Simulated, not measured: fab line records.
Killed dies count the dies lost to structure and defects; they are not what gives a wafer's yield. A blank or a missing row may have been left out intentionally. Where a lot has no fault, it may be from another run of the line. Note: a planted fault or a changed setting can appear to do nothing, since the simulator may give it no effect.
Comparing a struck lot with a sound one | flow sky130 | 16 steps out of a route of 708
Sound: the wafers L233.2, L233.3, L233.4. Struck: wafer L245.2. (L245.6 of the same lot was not struck and is left out.) The cause comes at the end.
Order at every step that has rows: each side's tool, ch and its chambers, its first start. Under that, the readings that differ: sound wafers | struck wafers | difference of the means | sigmas: that difference in standard deviations of wafers without a fault.
alike: a reading whose means differ by less than 2 such deviations, as well as words and numbers matching on both sides. not compared: withheld readings; readings where some wafer has no value; bounds like >300 that might hide an equal value; numbers whose values overlap and for which the record gives no deviation.
A row with sigmas, a row that says differs or no value, or rows on one side alone: a step with any of these is where the two part. Numbers that don't overlap but have no deviation are shown without sigmas and don't part them. A reading missing from all wafers of one side parts the sides only when that side holds two or more wafers.

first, 2 steps without rows for these wafers: SKY_LOCAL_INTERCONNECT_PEB_09; SKY_LOCAL_INTERCONNECT_DEVELOP_10 (develop time 60 s).
SKY_LOCAL_INTERCONNECT_CD_MEAS_11: the cd target is 170 nm.
  sound on cdSem-01 at day 30 04:20; struck on cdSem-01 at day 35 16:07
reading   | sound             | struck | difference | sigmas
cdNm (nm) | 169.7 169.6 169.8 | 166.1  | -3.6       | -2
SKY_LOCAL_INTERCONNECT_OVL_MEAS_12:
  sound on overlay-01 at day 30 04:26; struck on overlay-02 at day 35 16:13
  alike: LOCAL_INTERCONNECT_OVL
SKY_LOCAL_INTERCONNECT_ETCH_13: etches BARC in N2/H2, stops on SiO2, time 45.9 s, target depth 60 nm.
  sound on rieMetal-03 ch 0,1, day 30 04:28; struck on rieMetal-02 ch 0, day 35 16:15
  alike: drypumpMotorCurrentA, oesProductAu, rfFwdPowerW, throttleValvePct
  not compared: rfHoursCounterH
SKY_LOCAL_INTERCONNECT_METAL_ETCH_14: etches TiN in Cl2/BCl3, stops on PSG, target depth 110 nm, time 31.4 s.
  sound on rieMetal-03 ch 0,1, day 30 04:33; struck on rieMetal-02 ch 0, day 35 16:19
  alike: drypumpMotorCurrentA, oesProductAu, rfFwdPowerW, throttleValvePct
  not compared: rfHoursCounterH
SKY_LOCAL_INTERCONNECT_STRIP_15: strips in O2/N2.
  sound on plasmaAsher-03 ch 0,1, day 30 04:37; struck on plasmaAsher-02 ch 1, day 35 16:22
reading                  | sound             | struck | difference | sigmas
stripTimeToEndpointS (s) | 4.706 4.713 4.751 | 4.669  | -0.054     | -2
  alike: drypumpMotorCurrentA, oesProductAu
  not compared: rfHoursCounterH
then, 3 steps without rows for these wafers: SKY_LOCAL_INTERCONNECT_STRIP_16 (strips in post etch residue remover, time 1200 s); SKY_LOCAL_INTERCONNECT_CLEAN_17 (cleans in IPA, time 180 s); SKY_LOCAL_INTERCONNECT_CLEAN_18 (cleans in O3/DIW).
SKY_CONTACT_CVD_00: deposits Si3N4, target thk 75 nm.
  sound on pecvd-04 ch 0,1,2, day 30 05:14; struck on pecvd-04 ch 0, day 35 16:58
reading         | sound       | struck | difference | sigmas
rfFwdPowerW (W) | 445 440 447 | 438    | -6         | -2
  alike: heaterPowerW, susceptorTempC
SKY_CONTACT_THK_MEAS_01:
  sound on filmMetro-01 at day 30 05:17; struck on filmMetro-01 at day 35 17:00
  alike: CONTACT_CVD_00_THK
SKY_CONTACT_HDPCVD_02: deposits SiO2, target thk 565 nm, time 94.2 s.
  sound on hdpcvd-01 ch 0,2, day 30 05:20; struck on hdpcvd-01 ch 1, day 35 17:03
reading                                    | sound             | struck | difference | sigmas
runLengthS (s)                             | 121.9 122.9 121.7 | 116.6  | -5.6       | -12
model.SiO2_of_CONTACT_HDPCVD_02.thkNm (nm) | 565 573.7 560     | 539.8  | -26.4      | 
  not compared: susceptorTempC
SKY_CONTACT_THK_MEAS_03:
  sound on filmMetro-02 at day 30 05:25; struck on filmMetro-03 at day 35 17:08
reading                 | sound       | struck | difference | sigmas
CONTACT_HDPCVD_THK (nm) | 565 574 560 | 540    | -26        | -3
SKY_CONTACT_CMP_04: polishes SiO2.
  sound on cmp-01 ch 1,2,3, day 30 05:28; struck on cmp-02 ch 0, day 35 17:11
  alike: motorCurrentA, slurryFilterDpKPa, timeToEndpointS
-- the record jumps here: 14 days lie between the struck wafers' starts before and after (it left off in module CONTACT and takes up again in module PAD_OPEN, whose first step shown is number 708 of the route) --
SKY_PAD_OPEN_PROBE_99:
  sound on prober-01 at day 45 11:49; struck on prober-01 at day 49 18:25
  alike: killed_at_M0_to_M3, killed_at_M4_up, killedAtContacts, killedAtFrontEnd, killedAtOther, killedDies, killedOpen, killedShort

== WHERE THEY PART ==
At SKY_LOCAL_INTERCONNECT_CD_MEAS_11 first; at SKY_CONTACT_THK_MEAS_03 last (within this record only). Later steps at which nothing parts them and some readings are alike: SKY_CONTACT_CMP_04, SKY_PAD_OPEN_PROBE_99.

WHY: what had been put in by the simulator
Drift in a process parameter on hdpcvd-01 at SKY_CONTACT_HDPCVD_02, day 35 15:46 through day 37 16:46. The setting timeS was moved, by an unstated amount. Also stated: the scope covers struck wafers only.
